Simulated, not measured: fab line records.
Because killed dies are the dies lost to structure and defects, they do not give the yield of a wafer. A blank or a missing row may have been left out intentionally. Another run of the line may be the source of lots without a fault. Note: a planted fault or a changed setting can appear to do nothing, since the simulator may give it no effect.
Code-filled problem report in 8D (eight disciplines) form + flow gf180mcu + the parts of the form that need people (team, actions taken, sign-off) are left out

== 1. WHAT WENT WRONG ==
VT_IMPLANT_03_OVL at GF_VT_IMPLANT_OVL_MEAS_40 reads a mean of -135.2 nm on 12 wafers of 4 lots; wafers without a fault read 0.5 nm with a standard deviation of 1.4. That puts it -97 standard deviations away from the usual mean.
The first sign was on wafer L980.3 at day 11 16:46, on overlay-02. Wafers with a number at this step in the record: 42, from 14 lots. Rule for "out" (also "out of limits"): further than 4 standard deviations from the usual mean. The other wafers with a number count as sound.

== 2. WHAT IT IS; WHAT IT IS NOT ==
| question                    | is                     | is not                                                                          |
|-----------------------------|------------------------|---------------------------------------------------------------------------------|
| which readings at this step | VT_IMPLANT_03_OVL      | -                                                                               |
| which lots                  | L980, L981, L982, L983 | L965, L966, L970, L972, L973, L974, L976, L985, L987, L988                      |
| which wafers of those lots  | all that have a number | -                                                                               |
| read on which gauges        | overlay-01, overlay-02 | -                                                                               |
| when                        | from day 11 16:46      | up to then (21 sound wafers); but 9 sound wafers of L985, L987, L988 came after |

== 3. THE SUSPECTS, EACH WITH WHAT RULES IT OUT ==
Counting: any tool at a process step up to the reading is kept as a suspect provided that every lot that is out went through it and no sound lot did after the first of them.
- ruled out: the gauge at GF_VT_IMPLANT_OVL_MEAS_40. Those wafers that are out were read across 2 gauges (overlay-01, overlay-02).
- iline stepper-01 at GF_VT_IMPLANT_EXPOSE_37 (exposes mask Nwell HV AREA, target cd 860 nm): kept. All lots that are out passed through it, beginning with L980 at day 11 07:22, and no sound lot followed; its final sound lot before that point was L976 at day 10 07:14.
Remaining after the count: iline stepper-01 at GF_VT_IMPLANT_EXPOSE_37.

== 4. THE CAUSE (what the simulator had put in) ==
Scanner matching overlay: iline stepper-01, from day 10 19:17 on, at GF_VT_IMPLANT_EXPOSE_37. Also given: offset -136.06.
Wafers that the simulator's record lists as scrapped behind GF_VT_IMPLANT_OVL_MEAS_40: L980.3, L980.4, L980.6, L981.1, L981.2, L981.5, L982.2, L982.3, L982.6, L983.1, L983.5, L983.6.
Counting left only this tool.

== 5. SEQUENCE OF EFFECTS, ordered by route ==
One row per reading whose mean, taken over the struck wafers that have a number, lies over 3 standard deviations from the usual. Only readings for which the record gives a usual standard deviation are gone through. hours: the time from each lot's start at the first step in this table that gives one to its start at this step, as a median over the lots. sigmas: the change in usual standard deviations.
| hours | step                      | reading           | usual  | on struck wafers | change | sigmas |
|-------|---------------------------|-------------------|--------|------------------|--------|--------|
| 0     | GF_VT_IMPLANT_OVL_MEAS_40 | VT_IMPLANT_03_OVL | 0.5 nm | -135.2           | -135.8 | -97    |

== 6. WHAT WOULD HAVE CAUGHT IT SOONER ==
21 hours passed between the start of the fault at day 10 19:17 and the first reading out of limits at a measuring or inspecting step in this record, taken at day 11 16:46.
Tool readings at GF_VT_IMPLANT_EXPOSE_37 with a usual standard deviation given in the record: none out on any struck wafer, hence no alarm at a limit of 4 standard deviations on them.
Lots out: 4; of these, L982, L983 started GF_VT_IMPLANT_EXPOSE_37 on iline stepper-01 after day 11 16:46. A hold on the tool at that time would have spared those 2.
